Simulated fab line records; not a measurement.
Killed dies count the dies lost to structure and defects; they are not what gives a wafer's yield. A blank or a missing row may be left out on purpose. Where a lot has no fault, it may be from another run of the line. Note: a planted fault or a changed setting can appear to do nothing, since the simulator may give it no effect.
The tool behind it: which one? :: flow gf180mcu :: 33 wafers from 11 lots sampled at 5 of the route's 602 steps

== WHAT THE GAUGES SHOWED, per wafer ==
GF_V2_CD_MEAS_14: target cd 260 nm. Usual: cd nm 259.9 nm, standard deviation 1.3.
lot: L235
measured: day 20 18:14
on: cd sem-02
cd nm (nm): 259.5 260.1 260.2
flag: 

lot: L238
measured: day 21 21:31
on: cd sem-01
cd nm (nm): 258.3 259.6 259.4
flag: 

lot: L241
measured: day 22 11:49
on: cd sem-02
cd nm (nm): 260.3 261.3 262.3
flag: 

lot: L242
measured: day 22 18:10
on: cd sem-02
cd nm (nm): 260.6 260.6 258.9
flag: 

lot: L244
measured: day 23 14:16
on: cd sem-02
cd nm (nm): 259.2 259.8 258.6
flag: 

lot: L245
measured: day 24 04:04
on: cd sem-01
cd nm (nm): 260.1 260.3 259.9
flag: 

lot: L253
measured: day 26 16:29
on: cd sem-01
cd nm (nm): 258.7 257.5 258.8
flag: 

lot: L255
measured: day 27 01:43
on: cd sem-01
cd nm (nm): 258.3 258.7 258.2
flag: 

lot: L256
measured: day 27 16:00
on: cd sem-02
cd nm (nm): 259.8 260.8 260.2
flag: 

lot: L257
measured: day 27 17:41
on: cd sem-01
cd nm (nm): 261.6 260.9 260.5
flag: 

lot: L258
measured: day 27 23:18
on: cd sem-02
cd nm (nm): 258.2 257.9 258.5
flag: 

GF_V2_RS_MEAS_24: uses a four-point probe to measure. Usual: for V2_W_RS the level is 0.327 ohm/sq and the standard deviation is 0.005.
lot: L235
measured: day 20 19:36
on: film metro-04
V2_W_RS (ohm/sq): 0.331 0.322 0.323
flag: 

lot: L238
measured: day 21 22:32
on: film metro-03
V2_W_RS (ohm/sq): 0.326 0.329 0.327
flag: 

lot: L241
measured: day 22 12:53
on: film metro-04
V2_W_RS (ohm/sq): 0.333 0.329 0.333
flag: 

lot: L242
measured: day 22 19:15
on: film metro-04
V2_W_RS (ohm/sq): 0.337 0.337 0.328
flag: 

lot: L244
measured: day 23 15:23
on: film metro-03
V2_W_RS (ohm/sq): 0.511 0.517 0.524
flag: OFF

lot: L245
measured: day 24 05:07
on: film metro-01
V2_W_RS (ohm/sq): 0.522 0.522 0.518
flag: OFF

lot: L253
measured: day 26 17:52
on: film metro-01
V2_W_RS (ohm/sq): 0.317 0.324 0.318
flag: 

lot: L255
measured: day 27 02:46
on: film metro-01
V2_W_RS (ohm/sq): 0.322 0.327 0.325
flag: 

lot: L256
measured: day 27 17:04
on: film metro-04
V2_W_RS (ohm/sq): 0.333 0.330 0.326
flag: 

lot: L257
measured: day 27 18:43
on: film metro-04
V2_W_RS (ohm/sq): 0.317 0.325 0.327
flag: 

lot: L258
measured: day 28 00:20
on: film metro-03
V2_W_RS (ohm/sq): 0.322 0.327 0.316
flag: 

GF_V2_THK_MEAS_25: measures by xrf. Usual: for V2_W_THK the level is 356 nm and the standard deviation is 6.5.
lot: L235
measured: day 20 19:43
on: film metro-04
V2_W_THK (nm): 361 373 370
flag: 

lot: L238
measured: day 21 22:39
on: film metro-03
V2_W_THK (nm): 363 360 363
flag: 

lot: L241
measured: day 22 13:00
on: film metro-04
V2_W_THK (nm): 354 357 353
flag: 

lot: L242
measured: day 22 19:22
on: film metro-04
V2_W_THK (nm): 347 348 356
flag: 

lot: L244
measured: day 23 15:30
on: film metro-03
V2_W_THK (nm): 229 228 225
flag: OFF

lot: L245
measured: day 24 05:14
on: film metro-01
V2_W_THK (nm): 219 220 222
flag: OFF

lot: L253
measured: day 26 17:59
on: film metro-01
V2_W_THK (nm): 363 353 359
flag: 

lot: L255
measured: day 27 02:53
on: film metro-01
V2_W_THK (nm): 358 348 350
flag: 

lot: L256
measured: day 27 17:10
on: film metro-04
V2_W_THK (nm): 353 354 359
flag: 

lot: L257
measured: day 27 18:49
on: film metro-04
V2_W_THK (nm): 370 360 357
flag: 

lot: L258
measured: day 28 00:26
on: film metro-03
V2_W_THK (nm): 362 358 371
flag: 

== TOOL THAT RAN EACH LOT (tool first, then ch and the chambers of the sampled wafers, then the start) ==
lot: L235
GF_V2_SPUTTER_22: pvd sputter-04, day 20 19:26
GF_V2_CVD_23: cvd w-02 ch 0,1, day 20 19:28

lot: L238
GF_V2_SPUTTER_22: pvd sputter-03, day 21 22:22
GF_V2_CVD_23: cvd w-01 ch 0, day 21 22:24

lot: L241
GF_V2_SPUTTER_22: pvd sputter-02, day 22 12:44
GF_V2_CVD_23: cvd w-01 ch 0,1, day 22 12:46

lot: L242
GF_V2_SPUTTER_22: pvd sputter-02, day 22 19:05
GF_V2_CVD_23: cvd w-02 ch 0,1, day 22 19:07

lot: L244
GF_V2_SPUTTER_22: pvd sputter-03, day 23 15:13
GF_V2_CVD_23: cvd w-01 ch 0,1, day 23 15:16

lot: L245
GF_V2_SPUTTER_22: pvd sputter-03, day 24 04:58
GF_V2_CVD_23: cvd w-01 ch 0,1, day 24 04:59

lot: L253
GF_V2_SPUTTER_22: pvd sputter-04, day 26 17:43
GF_V2_CVD_23: cvd w-02 ch 0,1, day 26 17:45

lot: L255
GF_V2_SPUTTER_22: pvd sputter-02, day 27 02:37
GF_V2_CVD_23: cvd w-02 ch 0,1, day 27 02:40

lot: L256
GF_V2_SPUTTER_22: pvd sputter-03, day 27 16:52
GF_V2_CVD_23: cvd w-01 ch 0,1, day 27 16:56

lot: L257
GF_V2_SPUTTER_22: pvd sputter-03, day 27 18:32
GF_V2_CVD_23: cvd w-02 ch 0,1, day 27 18:35

lot: L258
GF_V2_SPUTTER_22: pvd sputter-02, day 28 00:10
GF_V2_CVD_23: cvd w-02 ch 0,1, day 28 00:12
- GF_V2_SPUTTER_22: material TiN, target thk 10 nm, time 40 s.
- GF_V2_CVD_23: deposits W, target thk 350 nm, time 104.94 s.

== WHAT THE TOOLS THEMSELVES READ (means of the sampled wafers that have a number; where no wafer has one, the mark that the record gives instead) ==
GF_V2_SPUTTER_22. Usual: throttle valve pct 30.4 %, standard deviation 0.98.
lot: L235
tool: pvd sputter-04
throttle valve pct (%): 31.5
flag: 

lot: L238
tool: pvd sputter-03
throttle valve pct (%): 31.5
flag: 

lot: L241
tool: pvd sputter-02
throttle valve pct (%): 30.4
flag: 

lot: L242
tool: pvd sputter-02
throttle valve pct (%): 29.8
flag: 

lot: L244
tool: pvd sputter-03
throttle valve pct (%): 30.0
flag: 

lot: L245
tool: pvd sputter-03
throttle valve pct (%): 30.3
flag: 

lot: L253
tool: pvd sputter-04
throttle valve pct (%): 30.7
flag: 

lot: L255
tool: pvd sputter-02
throttle valve pct (%): 29.6
flag: 

lot: L256
tool: pvd sputter-03
throttle valve pct (%): 29.9
flag: 

lot: L257
tool: pvd sputter-03
throttle valve pct (%): 30.0
flag: 

lot: L258
tool: pvd sputter-02
throttle valve pct (%): 29.9
flag: 

GF_V2_CVD_23. Usual: heater power w 879 W, standard deviation 55.
lot: L235
tool: cvd w-02
heater power w (W): 851
flag: 

lot: L238
tool: cvd w-01
heater power w (W): 959
flag: 

lot: L241
tool: cvd w-01
heater power w (W): 879
flag: 

lot: L242
tool: cvd w-02
heater power w (W): 848
flag: 

lot: L244
tool: cvd w-01
heater power w (W): 891
flag: 

lot: L245
tool: cvd w-01
heater power w (W): 931
flag: 

lot: L253
tool: cvd w-02
heater power w (W): 851
flag: 

lot: L255
tool: cvd w-02
heater power w (W): 845
flag: 

lot: L256
tool: cvd w-01
heater power w (W): 894
flag: 

lot: L257
tool: cvd w-02
heater power w (W): 858
flag: 

lot: L258
tool: cvd w-02
heater power w (W): 832
flag: 

== THE ANSWER, worked out from the rows above alone ==
Rule: take the mean of a lot's wafers that have a number; if it is more than 3 standard deviations from the usual mean, the lot is off. Also off: a lot with no number at a reading for which 4 or more lots have one. The other lots that the step has rows for count as sound. After the gauges, taken in route order, come the tools' own readings; for these a lot's mean is taken, as printed above. At the first step where some lot is off, the reading lying furthest off is the one used; lots without a number count as furthest.
Off: L244, L245, seen at GF_V2_RS_MEAS_24 (V2_W_RS).
If a tool, at a process step before that reading, ran all the lots that are off and no sound lot after the first of them, it fits. Gauges at GF_V2_RS_MEAS_24: tried the same way as those tools. Of those tried, none fits.

== WHAT THE SIMULATOR HAD PUT IN ==
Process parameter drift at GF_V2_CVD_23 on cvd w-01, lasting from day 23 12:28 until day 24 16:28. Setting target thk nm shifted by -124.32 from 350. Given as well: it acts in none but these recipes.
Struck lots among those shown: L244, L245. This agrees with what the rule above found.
